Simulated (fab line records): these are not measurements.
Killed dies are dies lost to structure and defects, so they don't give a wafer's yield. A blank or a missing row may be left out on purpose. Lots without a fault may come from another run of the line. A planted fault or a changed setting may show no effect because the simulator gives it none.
Struck lot and sound lot, side by side | flow sky130 | 18 out of 708 route steps
Sound: the wafers L325.1, L325.2, L325.4. Struck: wafers L331.4, L331.5 (left out: L331.6, a lot-mate that was not struck); the cause follows at the end.
Order at every step that has rows: each side's tool, ch and its chambers, its first start. Under that, the readings that differ: sound wafers | struck wafers | difference of the means | sigmas: that difference in standard deviations of wafers without a fault.
alike: readings with means less than 2 such deviations apart, plus words and numbers identical on both sides. not compared: withheld readings, readings lacking a value on some wafer, bounds such as >300 that could conceal the same value, and numbers that have no deviation in the record and whose values overlap.
A row with sigmas, a row that says differs or no value, or rows on one side alone: a step with any of these is where the two part. When numbers do not overlap yet have no deviation, they are printed without sigmas and do not part them. A reading missing from all wafers of one side parts the sides only when that side holds two or more wafers.

first, 3 steps without rows for these wafers: SKY_LI_CONTACT_EXPOSE_09 (exposes mask LICM1, target cd 170 nm); SKY_LI_CONTACT_PEB_10; SKY_LI_CONTACT_DEVELOP_11 (develop time 60 s).
SKY_LI_CONTACT_CD_MEAS_12 targets a cd of 170 nm.
  sound: cd-sem-01 at day 29 10:17; struck: cd-sem-01 at day 32 07:53
  alike: cd-nm
SKY_LI_CONTACT_OVL_MEAS_13:
  sound: overlay-02 at day 29 10:24; struck: overlay-02 at day 32 07:58
  alike: LI_CONTACT_OVL
then, 1 step without rows for these wafers: SKY_LI_CONTACT_ETCH_14 (etches BARC in N2/H2, stops on SiO2, time 45.9 s, target depth 60 nm).
SKY_LI_CONTACT_ETCH_15: etches PSG in C4F8/O2/Ar, stops on Si, target depth 600 nm.
  sound on rie-diel-02 ch 0,1,3, day 29 10:29; struck on rie-diel-03 ch 2,3, day 32 08:02
  alike: oes-product-au, rf-fwd-power-W
SKY_LI_CONTACT_STRIP_16: strips in O2/N2.
  sound on plasma-asher-03 ch 0,1, day 29 10:34; struck on plasma-asher-04 ch 0,1, day 32 08:09
  reading                      | sound             | struck      | difference | sigmas
  strip-time-to-endpoint-s (s) | 3.529 3.529 3.559 | 3.466 3.474 | -0.069     | -2
  alike: drypump-motor-current-A, oes-product-au
  not compared: rf-hours-counter-h
then, 2 steps without rows for these wafers: SKY_LI_CONTACT_CLEAN_17 (cleans in NMP, time 600 s); SKY_LI_CONTACT_PRE_CLEAN_18 (time 5.6 s).
SKY_LI_CONTACT_SPUTTER_19: material Ti, target thk 20 nm, time 106.37 s.
  sound: pvd-sputter-04 at day 29 10:53; struck: pvd-sputter-01 at day 32 08:25
  alike: cathode-dc-power-W, throttle-valve-pct
SKY_LI_CONTACT_SPUTTER_20: material TiN, target thk 20 nm, time 80 s.
  sound: pvd-sputter-04 at day 29 10:57; struck: pvd-sputter-01 at day 32 08:29
  alike: cathode-dc-power-W, throttle-valve-pct
SKY_LI_CONTACT_CVD_21: deposits W, target thk 400 nm, time 120.56 s.
  sound on cvd-w-02 ch 0, day 29 11:01; struck on cvd-w-01 ch 1, day 32 08:35
  reading                                  | sound                | struck        | difference | sigmas
  susceptor-temp-C (C)                     | 400.22 400.38 400.46 | 406.43 406.18 | +5.95      | +25
  model.W_of_LI_CONTACT_CVD_21.thk-nm (nm) | 397.2 400 396.7      | 448.7 445.7   | +49.2      |
  alike: heater-power-w
SKY_LI_CONTACT_RS_MEAS_22: uses a four-point probe to measure.
  sound: film-metro-02 at day 29 11:16; struck: film-metro-03 at day 32 08:44
  reading                  | sound             | struck      | difference | sigmas
  LI_CONTACT_W_RS (ohm/sq) | 0.286 0.284 0.286 | 0.254 0.255 | -0.031     | -10
SKY_LI_CONTACT_THK_MEAS_23: measures by xrf.
  sound: film-metro-02 at day 29 11:23; struck: film-metro-03 at day 32 08:49
  reading               | sound       | struck  | difference | sigmas
  LI_CONTACT_W_THK (nm) | 401 399 400 | 478 475 | +76        | +10
SKY_LI_CONTACT_CMP_24: polishes, stops on PSG, t overpolish 20 s, target thk 0 nm.
  sound on cmp-02 ch 1,2,3, day 29 11:32; struck on cmp-01 ch 1,2, day 32 09:09
  reading                | sound    | struck  | difference | sigmas
  time-to-endpoint-s (s) | 91 95 94 | 110 109 | +16        | +4
  alike: motor-current-A
SKY_LOCAL_INTERCONNECT_SPUTTER_00: material TiN, target thk 100 nm, time 83.3 s.
  sound: pvd-sputter-04 at day 29 11:47; struck: pvd-sputter-02 at day 32 09:24
  alike: cathode-dc-power-W, throttle-valve-pct
-- here the record skips 16 days between the struck wafers' starts before and after, leaving off in module LOCAL_INTERCONNECT and picking up in module PAD_OPEN (first step shown: number 708 of the route) --
SKY_PAD_OPEN_PROBE_99:
  the record has rows for the struck wafers here (prober-02, day 48 05:12) and none for the sound ones

WHERE THEY PART
First at SKY_LI_CONTACT_STRIP_16; last, within this record, at SKY_PAD_OPEN_PROBE_99.

WHY: what had been put in by the simulator
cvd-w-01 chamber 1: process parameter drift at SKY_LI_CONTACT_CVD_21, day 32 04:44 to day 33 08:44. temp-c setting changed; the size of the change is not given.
